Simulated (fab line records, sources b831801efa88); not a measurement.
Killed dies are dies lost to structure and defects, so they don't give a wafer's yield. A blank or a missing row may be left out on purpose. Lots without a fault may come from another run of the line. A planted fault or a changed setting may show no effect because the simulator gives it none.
fab line records | flow sky130
record lots=6 wafers=18 last_day=50
route steps=708 shown POLY_GATE@217 PAD_OPEN@708
lots that met no fault: from a run of the same line without faults
start_h: hours from the record's first day to the start of the lot's first wafer shown | wait_h: hours since the lot's step before | " the same as in the row above | L1.1+2: a row that stands for several wafers | - no value, or no start given | * or withheld: withheld | < > ~ a bound
route shown NAME@n: a module of which the file shows steps, and the number in the route of the first | usual: mean/standard deviation of fault-free wafers | same: alike in all rows | chamber/n: place in a boat | sites: the reading at each site | _std_site: their standard deviation | _edge_site: outer sites' mean less inner sites' | radius_mm: how far each site lies from the wafer's centre | mask NAME#n: copy n | behind: the tool/chamber that last shaped the wafer | hold: why the lot was held/for how many hours/how that ended | device: the transistor (n, p or np) that didn't switch | end of line: the same wafers' tests at the end of the route | a step without rows: its recipe alone | killed: dies lost to structure and defects at the first sort, not the wafer's yield | map: a wafer's dies, x killed, . not, _ none there
set.NAME: the setting as run; set.NAME@STEP: as run at that earlier step | model.NAME: the simulator's own value behind a step, which no gauge read
lots at some steps of the route; a table a step, a row a wafer
services: from which hour (start_h, from the record's first day; less than 0 if before it) a tool's chamber was out of use, for how many hours, and why
## steps
# step SKY_POLY_GATE_CVD_03
# recipe material=Si3N4 precursor=DCS/NH3 target_thk_nm=75 temp_c=770 time_s=1290 pressure_mtorr=250
# step SKY_POLY_GATE_THK_MEAS_04
# recipe reads=Si3N4_of_POLY_GATE_CVD_03
# usual POLY_GATE_CVD_03_THK=75.3/0.68
# columns lot.wafer tool chamber start_h wait_h POLY_GATE_CVD_03_THK[nm]
L215.2 film_metro-03 - 357.40 0.0 75.3
L215.3 " - " " 74.7
L215.4 " - " " 74.8
L220.1 film_metro-04 - 416.93 0.0 74.8
L220.3 " - " " 75.9
L220.4 " - " " 75.1
L222.2 film_metro-03 - 424.84 0.0 75.7
L222.4 " - " " 76.1
L222.5 " - " " 75.8
L226.2 film_metro-04 - 478.43 0.0 74.8
L226.3 " - " " 75.0
L226.6 " - " " 74.7
L230.1 film_metro-04 - 511.77 0.0 75.3
L230.2 " - " " 76.0
L230.6 " - " " 75.7
L231.1 film_metro-02 - 528.08 0.0 74.8
L231.5 " - " " 74.8
L231.6 " - " " 74.9
# step SKY_POLY_GATE_DEHYDRATE_05
# recipe temp_c=200 time_s=60
# step SKY_POLY_GATE_HMDS_06
# recipe prime_time_s=60 prime_temp_c=120
# step SKY_POLY_GATE_COAT_07
# recipe resist=BARC temp_c=withheld time_s=withheld spin_rpm=3000 resist_thk_nm=110
# step SKY_POLY_GATE_COAT_08
# recipe resist=KrF-thick spin_rpm=3000 resist_thk_nm=450
# step SKY_POLY_GATE_SOFTBAKE_09
# recipe temp_c=100 time_s=90 resist=KrF-thick
# step SKY_POLY_GATE_EXPOSE_10
# recipe mask_id=P1M na=0.68 source_shape=conventional sigma_outer=0.6 target_cd_nm=150 dose_mj=28
# step SKY_POLY_GATE_PEB_11
# recipe peb_temp_c=withheld peb_time_s=withheld resist=KrF-thick
# step SKY_POLY_GATE_DEVELOP_12
# recipe develop_time_s=60 resist=KrF-thick dev_temp_c=21
# step SKY_POLY_GATE_CD_MEAS_13
# recipe target_cd_nm=150
# usual cd_nm=149.9/1.4
# columns lot.wafer tool chamber start_h wait_h cd_nm
L215.2 cd_sem-01 - 385.68 - 150.6
L215.3 " - " " 149.7
L215.4 " - " " 149.7
L220.1 cd_sem-02 - 447.86 - 149.3
L220.3 " - " " 148.1
L220.4 " - " " 147.8
L222.2 cd_sem-02 - 454.73 - 149.4
L222.4 " - " " 149.8
L222.5 " - " " 150.4
L226.2 cd_sem-02 - 507.53 - 149.9
L226.3 " - " " 146.2
L226.6 " - " " 147.8
L230.1 cd_sem-02 - 542.16 - 152.2
L230.2 " - " " 150.3
L230.6 " - " " 152.0
L231.1 cd_sem-01 - 558.16 - 151.5
L231.5 " - " " 150.1
L231.6 " - " " 151.6
# step SKY_POLY_GATE_OVL_MEAS_14
# usual POLY_GATE_OVL=-1/5.2
# columns lot.wafer tool chamber start_h wait_h POLY_GATE_OVL[nm]
L215.2 overlay-01 - 385.79 0.1 4
L215.3 " - " " 7
L215.4 " - " " 0
L220.1 overlay-01 - 447.98 0.1 11
L220.3 " - " " 12
L220.4 " - " " 12
L222.2 overlay-02 - 454.84 0.1 -2
L222.4 " - " " -6
L222.5 " - " " -5
L226.2 overlay-01 - 507.64 0.1 0
L226.3 " - " " 2
L226.6 " - " " -4
L230.1 overlay-02 - 542.28 0.1 9
L230.2 " - " " 4
L230.6 " - " " 6
L231.1 overlay-01 - 558.28 0.1 -6
L231.5 " - " " -5
L231.6 " - " " 0
# step SKY_POLY_GATE_ETCH_15
# recipe chemistry=N2/H2 target=BARC ion_energy_ev=200 source_w=500 bias_w=100 pressure_mtorr=30 n2_flow_sccm=100 h2_flow_sccm=200 stop_on=SiO2 time_s=118.5 target_depth_a=1100
# usual chamber_pressure_mTorr=30.000/0.029 drypump_motor_current_A=5.4/0.32 oes_product_au=0.716/0.0048 throttle_valve_pct=13.214/0.0095
# columns lot.wafer tool chamber start_h wait_h chamber_pressure_mTorr drypump_motor_current_A oes_product_au rf_hours_counter_h throttle_valve_pct
L215.2 rie_diel-02 2 385.82 0.0 30.011 5.3 0.714 20 13.214
L215.3 " 0 " " 30.013 5.4 0.710 10 13.197
L215.4 " 3 " " 29.979 5.5 0.715 - 13.208
L220.1 rie_diel-02 3 448.02 0.0 36.007 5.5 0.720 10 13.216
L220.3 " 1 " " 35.998 5.7 0.714 4 13.227
L220.4 " 0 " " 35.999 5.4 0.721 11 13.200
L222.2 rie_diel-02 2 454.87 0.0 36.016 5.3 0.716 21 13.205
L222.4 " 3 " " 35.944 5.5 0.703 10 13.222
L222.5 " 1 " " 35.995 5.7 0.716 - 13.210
L226.2 rie_diel-04 2 507.67 0.0 29.965 5.0 0.720 8 13.202
L226.3 " 1 " " 29.982 5.5 0.716 4 13.196
L226.6 " 2 " " 30.024 5.0 0.717 - 13.231
L230.1 rie_diel-01 2 542.32 0.0 29.967 5.9 0.712 81 13.224
L230.2 " 3 " " 29.978 5.0 0.722 57 13.219
L230.6 " 3 " " 30.029 5.0 0.718 - 13.210
L231.1 rie_diel-04 3 558.32 0.0 30.057 5.9 0.720 6 13.218
L231.5 " 1 " " 29.989 5.5 0.721 - 13.185
L231.6 " 0 " " 29.968 4.8 0.721 - 13.227
# step SKY_POLY_GATE_ETCH_16
# recipe stop_on=poly-Si chemistry=CH3F/O2 target=Si3N4 source_w=400 bias_w=80 pressure_mtorr=25 ch3f_flow_sccm=40 O2_flow_sccm=30 time_s=147.5 target_depth_a=750
# usual O2_flow_sccm=30.01/0.096 chamber_pressure_mTorr=24.999/0.023 drypump_motor_current_A=5.4/0.32 oes_product_au=0.642/0.0044 throttle_valve_pct=10.536/0.009
# columns lot.wafer tool chamber start_h wait_h O2_flow_sccm chamber_pressure_mTorr drypump_motor_current_A oes_product_au rf_hours_counter_h throttle_valve_pct
L215.2 rie_diel-02 2 385.90 0.0 30.15 25.027 5.3 0.641 20 10.530
L215.3 " 0 " " 30.11 25.050 5.4 0.643 10 10.544
L215.4 " 3 " " 29.95 24.994 5.5 0.635 - 10.529
L220.1 rie_diel-02 3 448.10 0.0 30.05 25.011 5.5 0.634 10 10.523
L220.3 " 1 " " 30.12 24.961 5.6 0.639 4 10.533
L220.4 " 0 " " 30.14 25.017 5.4 0.642 11 10.534
L222.2 rie_diel-02 2 454.95 0.0 29.96 24.959 5.2 0.644 21 10.534
L222.4 " 3 " " 29.87 25.017 5.5 0.647 10 10.546
L222.5 " 1 " " 30.03 25.005 5.7 0.642 - 10.531
L226.2 rie_diel-04 2 507.75 0.0 30.10 25.029 5.0 0.641 8 10.527
L226.3 " 1 " " 29.87 25.058 5.4 0.642 4 10.531
L226.6 " 2 " " 30.25 25.014 5.0 0.641 - 10.554
L230.1 rie_diel-01 2 542.40 0.0 30.03 24.984 5.9 0.644 81 10.539
L230.2 " 3 " " 30.02 25.037 5.0 0.642 57 10.535
L230.6 " 3 " " 30.02 25.023 5.0 0.643 - 10.534
L231.1 rie_diel-04 3 558.40 0.0 30.03 24.988 5.9 0.645 6 10.541
L231.5 " 1 " " 30.20 25.021 5.5 0.638 - 10.539
L231.6 " 0 " " 29.89 24.987 4.8 0.636 - 10.528
# step SKY_PAD_OPEN_PROBE_99
# usual killed_at_M0_to_M3=44/7.2 killed_at_M4_up=3.0/1.8 killed_at_contacts=24/5.4 killed_at_front_end=14/4.4 killed_at_other=0.4/0.64 killed_dies=86/9.4 killed_on_rim=17/3.8 killed_open=47/7.7 killed_short=39/5.8
# same gross_dies=492 killed_at_back_side=0
# columns lot.wafer tool chamber start_h wait_h killed_at_M0_to_M3 killed_at_M4_up killed_at_contacts killed_at_front_end killed_at_other killed_dies killed_on_rim killed_open killed_short
L215.2 prober-01 - 1087.61 0.1 38 5 26 16 0 85 22 45 40
L215.3 prober-01 - 1087.66 0.2 27 5 25 14 0 71 15 36 35
L215.4 prober-01 - 1087.71 0.2 42 2 26 7 0 77 16 38 39
L220.1 prober-02 - 1130.20 0.1 50 1 27 20 0 98 19 54 44
L220.3 prober-02 - 1130.30 0.2 47 3 37 16 0 103 24 55 48
L220.4 prober-02 - 1130.35 0.2 41 0 29 18 1 89 18 43 46
L222.2 prober-01 - 1130.66 0.1 51 2 26 12 1 92 16 62 30
L222.4 prober-01 - 1130.76 0.2 45 2 26 7 0 80 16 46 34
L222.5 prober-01 - 1130.81 0.2 48 5 29 12 0 94 17 49 45
L226.2 prober-02 - 1162.20 0.1 49 1 29 25 1 105 21 63 42
L226.3 prober-02 - 1162.25 0.2 54 4 18 18 1 95 16 44 51
L226.6 prober-02 - 1162.40 0.2 36 2 17 17 0 72 11 37 35
L230.1 prober-02 - 1185.24 0.1 45 4 26 10 0 85 15 39 46
L230.2 prober-02 - 1185.29 0.1 42 3 21 15 0 81 20 40 41
L230.6 prober-02 - 1185.49 0.2 41 4 26 10 0 81 18 49 32
L231.1 prober-01 - 1191.33 0.1 48 1 20 12 0 81 19 40 41
L231.5 prober-01 - 1191.53 0.2 40 5 20 9 0 74 20 35 39
L231.6 prober-01 - 1191.58 0.2 48 2 24 17 0 91 20 42 49
# killed by level:class
L215.2 CONTACT:geometric_particle:open=8 VIA1:geometric_particle:open=8 LOCAL_INTERCONNECT:geometric_particle:short=7 VIA2:geometric_particle:open=7 POLY_GATE:geometric_particle:open=6 METAL3:geometric_particle:short=6 VIA3:geometric_particle:open=6 METAL4:geometric_particle:short=5
L215.3 LI_CONTACT:geometric_particle:open=7 VIA1:geometric_particle:open=6 FIELD_ISO:geometric_particle:open=5 LI_CONTACT:geometric_particle:short=5 LOCAL_INTERCONNECT:geometric_particle:short=5 CONTACT:geometric_particle:open=5 METAL2:geometric_particle:short=5 METAL1:geometric_particle:open=3
L215.4 VIA1:geometric_particle:open=12 VIA1:geometric_particle:short=5 LI_CONTACT:geometric_particle:open=5 LOCAL_INTERCONNECT:geometric_particle:short=5 CONTACT:geometric_particle:open=5 METAL2:geometric_particle:short=5 LI_CONTACT:geometric_particle:short=4 LOCAL_INTERCONNECT:geometric_particle:open=4
L220.1 CONTACT:geometric_particle:open=13 VIA1:geometric_particle:open=9 FIELD_ISO:geometric_particle:short=8 VIA3:geometric_particle:open=8 FIELD_ISO:geometric_particle:open=7 METAL3:geometric_particle:short=7 VIA1:geometric_particle:short=7 LI_CONTACT:geometric_particle:open=6
L220.3 LI_CONTACT:geometric_particle:open=13 CONTACT:geometric_particle:open=10 VIA1:geometric_particle:open=10 CONTACT:geometric_particle:short=7 VIA3:geometric_particle:open=6 VIA1:geometric_particle:short=5 VIA2:geometric_particle:open=5 METAL2:geometric_particle:short=5
L220.4 CONTACT:geometric_particle:open=14 LOCAL_INTERCONNECT:geometric_particle:short=9 FIELD_ISO:geometric_particle:open=8 METAL1:geometric_particle:short=7 VIA1:geometric_particle:open=7 FIELD_ISO:geometric_particle:short=6 METAL3:geometric_particle:short=6 VIA3:geometric_particle:open=5
L222.2 VIA1:geometric_particle:open=21 CONTACT:geometric_particle:open=13 METAL2:geometric_particle:short=8 VIA3:geometric_particle:open=7 LI_CONTACT:geometric_particle:open=6 VIA1:geometric_particle:short=5 FIELD_ISO:geometric_particle:open=4 CONTACT:geometric_particle:short=4
L222.4 LI_CONTACT:geometric_particle:open=10 CONTACT:geometric_particle:open=9 METAL2:geometric_particle:short=8 VIA1:geometric_particle:open=8 VIA3:geometric_particle:open=7 METAL1:geometric_particle:short=6 VIA3:geometric_particle:short=4 CONTACT:geometric_particle:short=4
L222.5 LI_CONTACT:geometric_particle:open=11 CONTACT:geometric_particle:open=8 METAL1:geometric_particle:short=8 VIA1:geometric_particle:short=7 VIA3:geometric_particle:open=7 CONTACT:geometric_particle:short=6 VIA1:geometric_particle:open=5 METAL2:geometric_particle:short=5
L226.2 CONTACT:geometric_particle:open=15 VIA1:geometric_particle:open=10 METAL1:geometric_particle:short=9 FIELD_ISO:geometric_particle:open=8 POLY_GATE:geometric_particle:open=8 CONTACT:geometric_particle:short=6 VIA2:geometric_particle:open=6 METAL2:geometric_particle:short=5
L226.3 METAL1:geometric_particle:short=11 VIA2:geometric_particle:open=9 POLY_GATE:geometric_particle:short=8 CONTACT:geometric_particle:open=8 METAL2:geometric_particle:short=8 VIA1:geometric_particle:open=7 VIA3:geometric_particle:open=7 FIELD_ISO:geometric_particle:short=4
L226.6 CONTACT:geometric_particle:open=8 VIA1:geometric_particle:open=8 FIELD_ISO:geometric_particle:short=7 VIA2:geometric_particle:open=6 CONTACT:geometric_particle:short=5 METAL1:geometric_particle:short=5 LI_CONTACT:geometric_particle:open=4 VIA2:geometric_particle:short=4
L230.1 LI_CONTACT:geometric_particle:open=12 METAL2:geometric_particle:short=7 CONTACT:geometric_particle:open=6 METAL1:geometric_particle:short=6 VIA1:geometric_particle:open=6 VIA3:geometric_particle:open=6 VIA1:geometric_particle:short=5 VIA3:geometric_particle:short=5
L230.2 CONTACT:geometric_particle:open=8 VIA1:geometric_particle:open=7 LI_CONTACT:geometric_particle:open=6 METAL1:geometric_particle:short=6 METAL2:geometric_particle:short=5 VIA1:geometric_particle:short=5 VIA3:geometric_particle:open=5 POLY_GATE:geometric_particle:open=4
L230.6 CONTACT:geometric_particle:open=10 VIA1:geometric_particle:open=10 VIA2:geometric_particle:open=8 VIA3:geometric_particle:open=7 LI_CONTACT:geometric_particle:open=6 METAL2:geometric_particle:short=5 LOCAL_INTERCONNECT:geometric_particle:short=4 VIA2:geometric_particle:short=4
L231.1 VIA1:geometric_particle:open=15 VIA2:geometric_particle:short=6 METAL2:geometric_particle:short=6 VIA2:geometric_particle:open=6 FIELD_ISO:geometric_particle:short=5 LI_CONTACT:geometric_particle:open=5 VIA1:geometric_particle:short=5 CONTACT:geometric_particle:short=4
L231.5 METAL2:geometric_particle:short=10 VIA1:geometric_particle:open=7 CONTACT:geometric_particle:open=7 VIA2:geometric_particle:open=6 CONTACT:geometric_particle:short=4 VIA1:geometric_particle:short=4 FIELD_ISO:geometric_particle:open=3 FIELD_ISO:geometric_particle:short=3
L231.6 VIA2:geometric_particle:open=10 CONTACT:geometric_particle:open=7 VIA1:geometric_particle:short=7 VIA1:geometric_particle:open=7 FIELD_ISO:geometric_particle:open=6 FIELD_ISO:geometric_particle:short=6 METAL2:geometric_particle:short=6 LOCAL_INTERCONNECT:geometric_particle:short=5
## services
# columns tool chamber start_h hours kind
rie_diel-02 1 370.42 18.9 repair
rie_diel-04 - 377.31 1.0 repair
rie_diel-01 1 388.20 14.0 repair
rie_diel-04 - 405.06 0.3 repair
rie_diel-01 1 415.05 2.6 repair
rie_diel-01 1 429.16 46.2 repair
rie_diel-01 3 429.47 12.1 repair
rie_diel-04 - 430.67 0.1 repair
rie_diel-02 - 456.42 2.8 pm
rie_diel-02 0 481.44 2.2 repair
rie_diel-01 1 531.51 13.6 repair
rie_diel-02 - 534.48 0.6 repair
rie_diel-01 1 552.48 - clean
rie_diel-01 1 552.48 30.0 scheduled_down
rie_diel-01 1 552.48 30.0 vent_cycle
## key
first_sign step=SKY_POLY_GATE_ETCH_15 reading=chamber_pressure_mTorr direction=up sigmas=99+ usual=30.000 struck=35.993
effect none on later readings
met_at SKY_POLY_GATE_ETCH_15
struck_wafers L220.1,L220.3,L220.4,L222.2,L222.4,L222.5
tester_left_out L220,L222
onset_between 385.82 448.02
fault kind=process_parameter_drift tool=rie_diel-02 chamber=- onset_h=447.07 steps=SKY_POLY_GATE_ETCH_15 channel=pressure_mtorr offset=6 shape=step end_h=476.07 acts_in=these_recipes_only stated=30
# tester_left_out: of these lots the tester's yield and bins aren't shown, on N5 and GAA mostly nor the transistor test; their killed dies are dies lost to structure and defects alone, not to doping, threshold or leakage, so they don't give the yield
